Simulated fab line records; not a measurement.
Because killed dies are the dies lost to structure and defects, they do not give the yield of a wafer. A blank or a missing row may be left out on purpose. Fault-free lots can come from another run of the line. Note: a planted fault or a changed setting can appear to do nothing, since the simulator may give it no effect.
Chamber matching | flow gf180mcu | GF_CONTACT_CMP_27 on cmp-02: 4 sister chambers
The step polishes, stops on SiO2, t overpolish 15 s, target thk 0 nm. 20 wafers are shown with their chamber, then 10 later ones without.

WAFERS PAIRED WITH THEIR CHAMBERS
wafer  | chamber | motor-current-A (A) | time-to-endpoint-s (s) | edge-zone-pressure-frac
L678.1 | 2       | 12.8                | 74                     | 0.999
L678.2 | 1       | 11.5                | 79                     | 0.999
L678.4 | 0       | 12.1                | 77                     | 1.000
L683.2 | 2       | 13.0                | 74                     | 0.991
L683.5 | 3       | 11.0                | 68                     | 1.001
L683.6 | 2       | 12.5                | 74                     | 0.992
L687.2 | 0       | 11.4                | 72                     | 1.003
L687.5 | 3       | 11.1                | 69                     | 1.003
L687.6 | 0       | 12.1                | 68                     | 1.001
L690.2 | 0       | 11.7                | 72                     | 1.003
L690.3 | 3       | 11.4                | 66                     | 1.003
L690.4 | 1       | 10.9                | 72                     | 1.003
L693.2 | 3       | 11.0                | 69                     | 0.995
L693.5 | 2       | 12.5                | 75                     | 0.997
L693.6 | 1       | 11.6                | 76                     | 1.003
L694.1 | 1       | 10.7                | 78                     | 0.993
L694.4 | 0       | 11.1                | 74                     | 0.992
L694.5 | 1       | 11.3                | 77                     | 1.003
L697.2 | 1       | 11.2                | 75                     | 0.998
L697.5 | 3       | 11.4                | 67                     | 1.011

SIGNATURES, as means of the wafers listed above
reading                 | chamber 0 | chamber 1 | chamber 2 | chamber 3 | scatter within a chamber
motor-current-A         | 11.680    | 11.200    | 12.700    | 11.180    | 0.327
time-to-endpoint-s      | 72.60     | 76.17     | 74.25     | 67.80     | 2.26
edge-zone-pressure-frac | 0.99980   | 0.99983   | 0.99475   | 1.00260   | 0.00461
Rule: distance of a wafer from a chamber = root of the sum over the readings of ((wafer's reading minus chamber's mean) / reading's scatter) squared. The wafer belongs to the nearest chamber; if the next one is less than 2 further off, it can't be placed. The scatter: take each reading less its chamber's mean, square it, sum over the shown wafers, divide by the number of wafers less the number of chambers, and take the root.

WAFERS WITHOUT THEIR CHAMBER
wafer  | motor-current-A (A) | time-to-endpoint-s (s) | edge-zone-pressure-frac
L697.6 | 11.6                | 72                     | 1.006
L698.1 | 12.8                | 72                     | 1.001
L698.2 | 11.6                | 75                     | 1.001
L698.3 | 11.5                | 74                     | 1.003
L699.3 | 11.7                | 72                     | 1.002
L699.4 | 12.8                | 71                     | 1.001
L699.6 | 13.0                | 72                     | 1.004
L700.1 | 11.5                | 67                     | 1.003
L700.4 | 12.0                | 74                     | 0.998
L700.6 | 11.2                | 67                     | 0.999

WHICH CHAMBER EACH ONE RAN IN
wafer  | from the rows above          | in truth
L697.6 | can't be placed: 0 or 3 or 1 | 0
L698.1 | can't be placed: 2 or 0      | 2
L698.2 | can't be placed: 0 or 1      | 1
L698.3 | can't be placed: 0 or 1 or 3 | 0
L699.3 | can't be placed: 0 or 1 or 3 | 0
L699.4 | can't be placed: 2 or 0      | 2
L699.6 | can't be placed: 2 or 0      | 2
L700.1 | can't be placed: 3 or 0      | 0
L700.4 | can't be placed: 0 or 2 or 1 | 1
L700.6 | 3                            | 3
Correctly placed: 1 of 10. These rows do not allow placing 9 (true chamber among the candidates in 9). 0 placed wrongly.
